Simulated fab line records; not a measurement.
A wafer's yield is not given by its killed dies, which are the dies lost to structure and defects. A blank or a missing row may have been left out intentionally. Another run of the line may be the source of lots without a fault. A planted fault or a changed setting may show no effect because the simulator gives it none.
Split-lot experiment | flow sfqLine | on a route of 325 steps: 5 lots, 23 wafers read

THE SPLIT
At SFQ_TRILAYER_I7_VIA_LITHO_COAT_192 (resist thk 62 nm), the setting resistThkNm was moved away from the recipe's 62 nm on 8 of the 23 wafers read, by -4.3% to -3.1%. All remaining wafers had this setting at the recipe value.

Reading taken at the split's own step.

THE READING
BARC_of_TRILAYER_I7_VIA_LITHO_COAT_192.thkNm (the simulator's own value, which no gauge read), in nm, at SFQ_TRILAYER_I7_VIA_LITHO_COAT_192 (resist thk 62 nm). No usual value for it is given in the file. Across the 15 wafers here that went through the recipe, the average is 61.97 nm and the standard deviation 0.13 nm.

wafer  | tool, chamber at the split | resistThkNm as run, nm | against the recipe | BARC_of_TRILAYER_I7_VIA_LITHO_COAT_192.thkNm, nm | against lot-mates on the recipe
L075.1 | lithoTrack-04, 0           | 59.74                  | -3.6%              | 59.7                                             | -2.13
L075.2 | lithoTrack-04, 0           | 62                     | recipe             | 61.75                                            | -
L075.3 | lithoTrack-04, 0           | 62                     | recipe             | 61.92                                            | -
L075.4 | lithoTrack-04, 0           | 59.74                  | -3.6%              | 59.35                                            | -2.48
L075.5 | lithoTrack-04, 0           | 59.74                  | -3.6%              | 59.5                                             | -2.34
L076.2 | lithoTrack-01, 0           | 62                     | recipe             | 61.93                                            | -
L076.3 | lithoTrack-01, 0           | 62                     | recipe             | 61.89                                            | -
L076.4 | lithoTrack-01, 0           | 62                     | recipe             | 61.9                                             | -
L076.5 | lithoTrack-01, 0           | 62                     | recipe             | 61.88                                            | -
L076.6 | lithoTrack-01, 0           | 62                     | recipe             | 61.95                                            | -
L077.1 | lithoTrack-01, 0           | 60.05                  | -3.1%              | 59.98                                            | -1.88
L077.2 | lithoTrack-01, 0           | 62                     | recipe             | 61.84                                            | -
L077.4 | lithoTrack-01, 0           | 60.05                  | -3.1%              | 59.95                                            | -1.91
L077.5 | lithoTrack-01, 0           | 60.05                  | -3.1%              | 59.96                                            | -1.90
L077.6 | lithoTrack-01, 0           | 62                     | recipe             | 61.88                                            | -
L081.1 | lithoTrack-04, 0           | 62                     | recipe             | 62.27                                            | -
L081.3 | lithoTrack-04, 0           | 62                     | recipe             | 62.13                                            | -
L081.4 | lithoTrack-04, 0           | 59.35                  | -4.3%              | 59.28                                            | -2.86
L081.6 | lithoTrack-04, 0           | 59.35                  | -4.3%              | 59.28                                            | -2.86
L081.5 | lithoTrack-04, 0           | 62                     | recipe             | 62.02                                            | -
L083.1 | lithoTrack-04, 0           | 62                     | recipe             | 62.02                                            | -
L083.3 | lithoTrack-04, 0           | 62                     | recipe             | 62.19                                            | -
L083.4 | lithoTrack-04, 0           | 62                     | recipe             | 61.99                                            | -

THE FIT
A straight line over all 23 wafers: BARC_of_TRILAYER_I7_VIA_LITHO_COAT_192.thkNm changes by +0.648 nm for each +1% of resistThkNm; r = +0.99; the points scatter about the line by 0.13 nm.
The same after taking each lot's own level away (the mean of its wafers on the recipe; 23 wafers): +0.64 nm for each +1%; r = +1.00; scatter 0.099 nm.
According to that fit, moving resistThkNm by its largest amount changes the reading by 2.7 nm.
Measured against the standard deviation above, the lots' own levels, which go from 61.835 to 62.140 nm, span 2.3 times it.
The two slopes agree, so the slope changes little with the lot-to-lot level.
Check: for one of the wafers moved furthest among these (-4.3%), held out of the fit, the line's prediction against its lot-mates is -2.7 nm. Against them it came out at -2.86 nm.

OTHER SPLITS APPLIED TO THESE WAFERS
These wafers also went through other splits before the reading. Each is held against what the fit with the lots' levels taken away leaves over:
other split on the same wafers                 | wafers away from the commonest value | r with BARC_of_TRILAYER_I7_VIA_LITHO_COAT_192.thkNm (lot level and that fit taken away)
SFQ_TRILAYER_I6_VIA_LITHO_COAT_169 resistThkNm | 10                                   | +0.19

THE FILE'S OWN FIT
BARC_of_TRILAYER_I7_VIA_LITHO_COAT_192.thkNm changes by +0.643 nm for each +1% of resistThkNm, r = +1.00.
